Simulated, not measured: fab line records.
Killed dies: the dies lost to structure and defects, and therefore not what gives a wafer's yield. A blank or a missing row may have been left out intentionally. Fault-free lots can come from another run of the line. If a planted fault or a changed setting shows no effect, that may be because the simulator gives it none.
A lot that was struck, set against a sound lot || flow gf180mcu || 43 out of 602 route steps
Sound: these wafers, L461.4, L461.5, L461.6. Struck: wafers L471.2, L471.5, L471.6. The cause is named last.
Order at every step that has rows: each side's tool, ch and its chambers, its first start. Under that, the readings that differ: sound wafers || struck wafers || difference of the means || sigmas: that difference in standard deviations of wafers without a fault.
alike: same words and numbers on both sides, and readings whose means sit less than 2 such deviations apart. not compared: any withheld reading, any reading some wafer has no value for, any bound like >300 that may hide the same value, and any number with overlapping values for which the record gives no deviation.
A row with sigmas, a row that says differs or no value, or rows on one side alone: a step with any of these is where the two part. Non-overlapping numbers with no deviation appear without sigmas and do not part them. A reading that every wafer of one side lacks parts them only if that side has two wafers or more.

GF_STI_ETCH_14: etches Si in HBr/Cl2/O2, target depth 360 nm, time 102.9 s.
  sound on rieSi-02 ch 0,1,2, day 3 03:28; struck on rieSi-01 ch 0,1, day 5 07:16
  alike: drypumpMotorCurrentA, oesProductAu, throttleValvePct
  not compared: rfHoursCounterH
GF_STI_STRIP_15: strips in O2/N2.
  sound on plasmaAsher-04 ch 0,1, day 3 03:34; struck on plasmaAsher-02 ch 0,1, day 5 07:20
  alike: drypumpMotorCurrentA, heaterPowerW, oesProductAu, stripTimeToEndpointS
  not compared: rfHoursCounterH
then, 6 steps without rows for these wafers: GF_STI_CLEAN_16 (cleans in dHF, time 25 s); GF_STI_WET_ETCH_17 (etches Si3N4 in H3PO4, target depth 45 nm, time 514 s); GF_STI_CLEAN_18 (cleans in SC1/SC2, time 150 s); GF_STI_CLEAN_19 (cleans in dHF, time 20 s); GF_STI_WET_ETCH_20 (etches SiO2 in dHF, target depth 20 nm, time 400 s); GF_STI_OXIDATION_21 (stabilise 600 s, purge 300 s, target thk 15 nm).
GF_STI_THK_MEAS_22:
  sound: filmMetro-01 at day 3 07:05; struck: filmMetro-04 at day 5 08:55
  alike: STI_OXIDATION_01_THK
then, 1 step without rows for these wafers: GF_STI_CVD_23 (deposits SiO2, target thk 650 nm, time 108.3 s).
GF_STI_THK_MEAS_24:
  sound: filmMetro-01 at day 3 07:13; struck: filmMetro-01 at day 5 09:03
  alike: STI_CVD_23_THK
GF_STI_CMP_25: polishes, stops on Si3N4, t overpolish 33 s, target thk 524.6 nm.
  sound on cmp-02 ch 1,2, day 3 07:18; struck on cmp-01 ch 0,2,3, day 5 09:12
  alike: headPressurePsi, motorCurrentA, overpolishRunS, slurryFilterDpKPa, timeToEndpointS
GF_STI_WET_ETCH_26: etches SiO2 in dHF, target depth 94 nm, time 188 s.
  sound on wetBench-01 ch 1, day 3 07:33; struck on wetBench-02 ch 2, day 5 09:24
  alike: bathHeatDutyPct
then, 3 steps without rows for these wafers: GF_STI_WET_ETCH_27 (etches Si3N4 in H3PO4, target depth 160 nm, time 1825 s); GF_STI_WET_ETCH_28 (etches SiO2 in dHF, target depth 20 nm, time 40 s); GF_STI_OXIDATION_29 (stabilise 600 s, purge 300 s, target thk 10 nm).
GF_STI_THK_MEAS_30:
  sound: filmMetro-01 at day 3 12:46; struck: filmMetro-04 at day 5 11:25
  alike: STI_OXIDATION_02_THK
then, 8 steps without rows for these wafers: GF_DNWELL_DEHYDRATE_00 (time 60 s); GF_DNWELL_HMDS_01 (prime time 60 s); GF_DNWELL_COAT_02 (resist thk 3000 nm); GF_DNWELL_SOFTBAKE_03; GF_DNWELL_EXPOSE_04 (exposes mask DNWELL, target cd 1700 nm); GF_DNWELL_PEB_05; GF_DNWELL_DEVELOP_06 (develop time 60 s); GF_DNWELL_IMPLANT_07.
GF_DNWELL_STRIP_08: strips in O2/N2.
  sound on plasmaAsher-04 ch 0,1, day 4 01:32; struck on plasmaAsher-01 ch 0,1, day 6 02:07
{"reading": "stripTimeToEndpointS (s)", "sound": "36.88 36.90 36.85", "struck": "37.02 37.06 37.15", "difference": "+0.20", "sigmas": "+2"}
  alike: drypumpMotorCurrentA, heaterPowerW, oesProductAu
  not compared: rfHoursCounterH
GF_DNWELL_TW_MEAS_09:
  sound: filmMetro-01 at day 4 01:38; struck: filmMetro-03 at day 6 02:13
{"reading": "DNWELL_TW", "sound": "1347 1349 1348", "struck": "1324 1327 1335", "difference": -19, "sigmas": -2}
then, 7 steps without rows for these wafers: GF_NWELL_DEHYDRATE_00 (time 60 s); GF_NWELL_HMDS_01 (prime time 60 s); GF_NWELL_COAT_02 (resist thk 3000 nm); GF_NWELL_SOFTBAKE_03; GF_NWELL_EXPOSE_04 (exposes mask Nwell, target cd 860 nm); GF_NWELL_PEB_05; GF_NWELL_DEVELOP_06 (develop time 60 s).
GF_NWELL_OVL_MEAS_07:
  sound: overlay-02 at day 4 14:55; struck: overlay-01 at day 6 16:45
  alike: NWELL_OVL
then, 2 steps without rows for these wafers: GF_NWELL_IMPLANT_08; GF_NWELL_IMPLANT_09.
GF_NWELL_STRIP_10: strips in O2/N2.
  sound on plasmaAsher-01 ch 0,1, day 4 15:16; struck on plasmaAsher-01 ch 0,1, day 6 17:05
  alike: drypumpMotorCurrentA, heaterPowerW, oesProductAu, stripTimeToEndpointS
  not compared: rfHoursCounterH
GF_NWELL_TW_MEAS_11:
  sound: filmMetro-01 at day 4 15:22; struck: filmMetro-02 at day 6 17:11
{"reading": "NWELL_TW", "sound": "1577 1577 1570", "struck": "1563 1557 1558", "difference": -15, "sigmas": -2}
then, 3 steps without rows for these wafers: GF_LVPWELL_DEHYDRATE_00 (time 60 s); GF_LVPWELL_HMDS_01 (prime time 60 s); GF_LVPWELL_COAT_02 (resist thk 3000 nm).
-- the record jumps here: 27 days lie between the struck wafers' starts before and after (it left off in module LVPWELL and takes up again in module PASSIVATION, whose first step shown is number 602 of the route) --
GF_PASSIVATION_PROBE_99:
  rows exist in the record for the struck wafers here (prober-01, day 33 11:20), but not for the sound ones

== WHERE THEY PART ==
First at GF_DNWELL_STRIP_08; last, within this record, at GF_PASSIVATION_PROBE_99.

WHY: the cause the simulator had injected
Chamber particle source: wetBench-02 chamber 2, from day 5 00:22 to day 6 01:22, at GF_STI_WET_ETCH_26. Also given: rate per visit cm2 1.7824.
